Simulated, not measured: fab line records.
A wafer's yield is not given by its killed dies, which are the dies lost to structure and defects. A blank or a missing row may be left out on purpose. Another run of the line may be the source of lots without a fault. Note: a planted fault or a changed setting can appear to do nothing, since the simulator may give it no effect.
Which tool is to blame? :: flow gf180mcu :: 32 wafers from 11 lots sampled at 4 of the route's 602 steps

== WHAT EACH GAUGE READ, for each wafer ==
GF_TOP_METAL_RS_MEAS_05: measurement is done with a four-point probe.
lot: L926
measured: day 27 03:03
on: film metro-03
TOP_METAL_ALCU_RS (ohm/sq): 0.0326 0.0323 0.0326

lot: L927
measured: day 27 14:43
on: film metro-04
TOP_METAL_ALCU_RS (ohm/sq): 0.0329 0.0329 0.0330

lot: L929
measured: day 27 20:19
on: film metro-04
TOP_METAL_ALCU_RS (ohm/sq): 0.0330 0.0329 0.0332

lot: L934
measured: day 29 13:03
on: film metro-03
TOP_METAL_ALCU_RS (ohm/sq): 0.0324 0.0302 0.0306 0.0325 0.0301 0.0306

lot: L936
measured: day 30 00:07
on: film metro-02
TOP_METAL_ALCU_RS (ohm/sq): 0.0309 0.0310 0.0310 0.0309

lot: L940
measured: day 31 04:38
on: film metro-04
TOP_METAL_ALCU_RS (ohm/sq): 0.0329 0.0333 0.0328

lot: L942
measured: day 31 19:38
on: film metro-03
TOP_METAL_ALCU_RS (ohm/sq): 0.0325 0.0328 0.0328

lot: L943
measured: day 32 01:54
on: film metro-03
TOP_METAL_ALCU_RS (ohm/sq): 0.0327 0.0324 0.0329

lot: L946
measured: day 32 15:25
on: film metro-03
TOP_METAL_ALCU_RS (ohm/sq): 0.0326 0.0326 0.0328

lot: L947
measured: day 32 22:23
on: film metro-03
TOP_METAL_ALCU_RS (ohm/sq): 0.0318 0.0325 0.0329

lot: L949
measured: day 33 10:32
on: film metro-03
TOP_METAL_ALCU_RS (ohm/sq): 0.0322 0.0327 0.0321

== WHICH TOOL RAN EACH LOT (tool, then ch and the chambers of the sampled wafers, then the start) ==
lot: L926
GF_V5_STRIP_18: plasma asher-02 ch 0,1, day 27 00:49
GF_V5_CMP_26: cmp-02 ch 0,1, day 27 02:35
GF_TOP_METAL_SPUTTER_02: pvd sputter-01, day 27 02:58

lot: L927
GF_V5_STRIP_18: plasma asher-02 ch 0,1, day 27 13:13
GF_V5_CMP_26: cmp-02 ch 0,2,3, day 27 14:13
GF_TOP_METAL_SPUTTER_02: pvd sputter-03, day 27 14:37

lot: L929
GF_V5_STRIP_18: plasma asher-01 ch 0,1, day 27 18:27
GF_V5_CMP_26: cmp-02 ch 1,2, day 27 19:49
GF_TOP_METAL_SPUTTER_02: pvd sputter-03, day 27 20:11

lot: L934
GF_V5_STRIP_18: plasma asher-01 ch 0,1, day 29 11:36
GF_V5_CMP_26: cmp-01 ch 1,2,3, day 29 12:35
GF_TOP_METAL_SPUTTER_02: pvd sputter-01, day 29 12:55

lot: L936
GF_V5_STRIP_18: plasma asher-03 ch 0,1, day 29 22:39
GF_V5_CMP_26: cmp-01 ch 1,3, day 29 23:38
GF_TOP_METAL_SPUTTER_02: pvd sputter-01, day 29 23:58

lot: L940
GF_V5_STRIP_18: plasma asher-02 ch 0,1, day 31 03:10
GF_V5_CMP_26: cmp-01 ch 0,1,3, day 31 04:05
GF_TOP_METAL_SPUTTER_02: pvd sputter-02, day 31 04:31

lot: L942
GF_V5_STRIP_18: plasma asher-02 ch 0,1, day 31 18:10
GF_V5_CMP_26: cmp-01 ch 0,2, day 31 19:05
GF_TOP_METAL_SPUTTER_02: pvd sputter-03, day 31 19:31

lot: L943
GF_V5_STRIP_18: plasma asher-03 ch 0,1, day 32 00:22
GF_V5_CMP_26: cmp-02 ch 0,1,2, day 32 01:29
GF_TOP_METAL_SPUTTER_02: pvd sputter-02, day 32 01:49

lot: L946
GF_V5_STRIP_18: plasma asher-03 ch 0,1, day 32 13:57
GF_V5_CMP_26: cmp-02 ch 0,2, day 32 14:54
GF_TOP_METAL_SPUTTER_02: pvd sputter-03, day 32 15:17

lot: L947
GF_V5_STRIP_18: plasma asher-02 ch 0,1, day 32 20:55
GF_V5_CMP_26: cmp-02 ch 2,3, day 32 21:50
GF_TOP_METAL_SPUTTER_02: pvd sputter-01, day 32 22:16

lot: L949
GF_V5_STRIP_18: plasma asher-03 ch 0,1, day 33 09:01
GF_V5_CMP_26: cmp-01 ch 1,2, day 33 09:58
GF_TOP_METAL_SPUTTER_02: pvd sputter-01, day 33 10:24
- GF_V5_STRIP_18: strips in O2/N2.
- GF_V5_CMP_26: polishes, stops on SiO2, t overpolish 15 s, target thk 0 nm.
- GF_TOP_METAL_SPUTTER_02: material AlCu, target thk 900 nm, time 47.82 s.

== THE ANSWER, worked out from the rows above alone ==
Rule: the lots themselves supply what counts as usual. Put in order of their means at a reading, lots are off if they are a third of the lots or fewer, leave a main group of 4 or more, and stand apart from it by a gap of 3 or more times the standard deviation of the main group's means; of several such gaps the widest counts. If all means in a main group match to the digits the tables above print for the reading, that group is not used. A lot without any number at a reading at which 4 lots or more have one is off too. Where the step has rows for the other lots, those lots are counted as sound.
Off: L934, L936, seen at GF_TOP_METAL_RS_MEAS_05 (TOP_METAL_ALCU_RS). Mean 0.0327 ohm/sq and standard deviation 0.00024 in the main group.
A tool fits if, at a process step before that reading, it ran every lot that is off, and no sound lot after the first of them. Gauges at GF_TOP_METAL_RS_MEAS_05: tried the same way as those tools. No candidate that was tried fits.

== WHAT HAD BEEN PUT IN BY THE SIMULATOR ==
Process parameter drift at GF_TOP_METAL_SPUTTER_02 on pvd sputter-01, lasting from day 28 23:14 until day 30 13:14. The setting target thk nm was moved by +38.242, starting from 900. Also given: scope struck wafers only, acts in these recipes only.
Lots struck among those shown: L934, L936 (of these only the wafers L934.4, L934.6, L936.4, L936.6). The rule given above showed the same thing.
